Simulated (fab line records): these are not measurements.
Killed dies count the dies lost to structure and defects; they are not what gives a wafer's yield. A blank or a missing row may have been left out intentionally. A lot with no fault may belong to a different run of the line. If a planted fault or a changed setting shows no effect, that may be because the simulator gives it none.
A struck lot beside a sound one || flow sky130 || 19 out of 708 route steps
Sound: the wafers L196.2, L196.3, L196.4. Wafers L195.2, L195.5, L195.6 were the ones struck. Last of all comes the cause.
Each step with rows lists, per side, the tool, then ch with its chambers, then its first start. Under that, the readings that differ: sound wafers || struck wafers || difference of the means || sigmas: that difference in standard deviations of wafers without a fault.
alike: words and numbers the same on both sides, and readings whose means are apart by under 2 such deviations; not compared: readings that were withheld, readings missing a value for some wafer, numbers with overlapping values and no deviation given by the record, and bounds like >300 which may hide the same value.
A row with sigmas, a row that says differs or no value, or rows on one side alone: a step with any of these is where the two part. Numbers that don't overlap but have no deviation are shown without sigmas and don't part them. A reading that every wafer of one side lacks parts them only if that side has two wafers or more.

first, 3 steps without rows for these wafers: SKY_VT_ADJUST_NCORE_EXPOSE_04 (exposes mask LVTN COMPLEMENT THIN, target cd 380 nm); SKY_VT_ADJUST_NCORE_PEB_05; SKY_VT_ADJUST_NCORE_DEVELOP_06 (develop time 60 s).
SKY_VT_ADJUST_NCORE_CD_MEAS_07: the cd target is 380 nm.
  sound on cdSem-01, day 13 18:16; struck on cdSem-01, day 13 08:35
  alike: cdNm
SKY_VT_ADJUST_NCORE_OVL_MEAS_08:
  sound on overlay-01, day 13 18:22; struck on overlay-01, day 13 08:41
  alike: VT_ADJUST_NCORE_OVL
then, 1 step without rows for these wafers: SKY_VT_ADJUST_NCORE_IMPLANT_09.
SKY_VT_ADJUST_NCORE_STRIP_10: strips in O2/N2.
  sound on plasmaAsher-03 ch 0,1, day 13 18:32; struck on plasmaAsher-01 ch 0,1, day 13 08:52
  alike: drypumpMotorCurrentA, oesProductAu, stripTimeToEndpointS
  not compared: rfHoursCounterH
SKY_VT_ADJUST_NCORE_TW_MEAS_11:
  sound on filmMetro-03, day 13 18:39; struck on filmMetro-03, day 13 08:58
  alike: VT_ADJUST_NCORE_TW
then, 4 steps without rows for these wafers: SKY_VT_ADJUST_HVTR_DEHYDRATE_00 (time 60 s); SKY_VT_ADJUST_HVTR_HMDS_01 (prime time 60 s); SKY_VT_ADJUST_HVTR_COAT_02 (resist thk 1140 nm); SKY_VT_ADJUST_HVTR_SOFTBAKE_03 (time 60 s).
SKY_VT_ADJUST_HVTR_EXPOSE_04: exposes mask HVTRM, target cd 380 nm.
  sound on ilineStepper-01 ch 0, day 14 07:39; struck on ilineStepper-02 ch 0, day 13 21:08
{"reading": "model.VT_ADJUST_HVTR.overlayXNm (nm)", "sound": "-0.2783 -0.2783 -0.2783", "struck": "112.1 112.1 112.1", "difference": "+112.4", "sigmas": ""}
  alike: mask
then, 2 steps without rows for these wafers: SKY_VT_ADJUST_HVTR_PEB_05; SKY_VT_ADJUST_HVTR_DEVELOP_06 (develop time 60 s).
SKY_VT_ADJUST_HVTR_CD_MEAS_07: the cd target is 380 nm.
  sound on cdSem-02, day 14 20:20; struck on cdSem-01, day 14 10:59
  alike: cdNm
SKY_VT_ADJUST_HVTR_OVL_MEAS_08:
  sound on overlay-02, day 14 20:26; struck on overlay-02, day 14 11:05
{"reading": "VT_ADJUST_HVTR_OVL (nm)", "sound": "0.5 -0.2 -0.8", "struck": "113.2 113.9 113.2", "difference": "+113.6", "sigmas": "+87"}
then, 1 step without rows for these wafers: SKY_VT_ADJUST_HVTR_IMPLANT_09.
-- record jumps: 35 days separate the struck wafers' starts on either side; left off in module VT_ADJUST_HVTR, taken up again in module PAD_OPEN, whose first shown step is the route's number 708 --
SKY_PAD_OPEN_PROBE_99:
  sound on prober-02, day 50 06:05; struck on prober-02, day 49 17:44
{"reading": "model.etest.pfet_01v8_mvt.driveUaUm", "sound": "157.9 156.8 154.2", "struck": "145.3 147.3 146.8", "difference": -9.8, "sigmas": ""}
{"reading": "model.etest.pfet_01v8_mvt.offLog10AUm", "sound": "-10.24 -10.33 -10.44", "struck": "-11.81 -11.76 -11.79", "difference": -1.45, "sigmas": ""}
{"reading": "model.etest.pfet_01v8_mvt.vtSatV (V)", "sound": "-0.5304 -0.5301 -0.5455", "struck": "-0.6678 -0.6605 -0.6571", "difference": -0.1265, "sigmas": ""}
{"reading": "model.etest.pfet_01v8_mvt.vtV (V)", "sound": "-0.6245 -0.6226 -0.6349", "struck": "-0.7498 -0.7426 -0.7398", "difference": -0.1167, "sigmas": ""}
  alike: killed_at_M0_to_M3, killed_at_M4_up, killedAtContacts, killedAtFrontEnd, killedAtOther, killedDies, killedOpen, killedShort

WHERE THEY PART
Only at SKY_VT_ADJUST_HVTR_OVL_MEAS_08, as far as this record shows. Later steps at which nothing parts them and some readings are alike: SKY_PAD_OPEN_PROBE_99.

WHY: what the simulator had put in
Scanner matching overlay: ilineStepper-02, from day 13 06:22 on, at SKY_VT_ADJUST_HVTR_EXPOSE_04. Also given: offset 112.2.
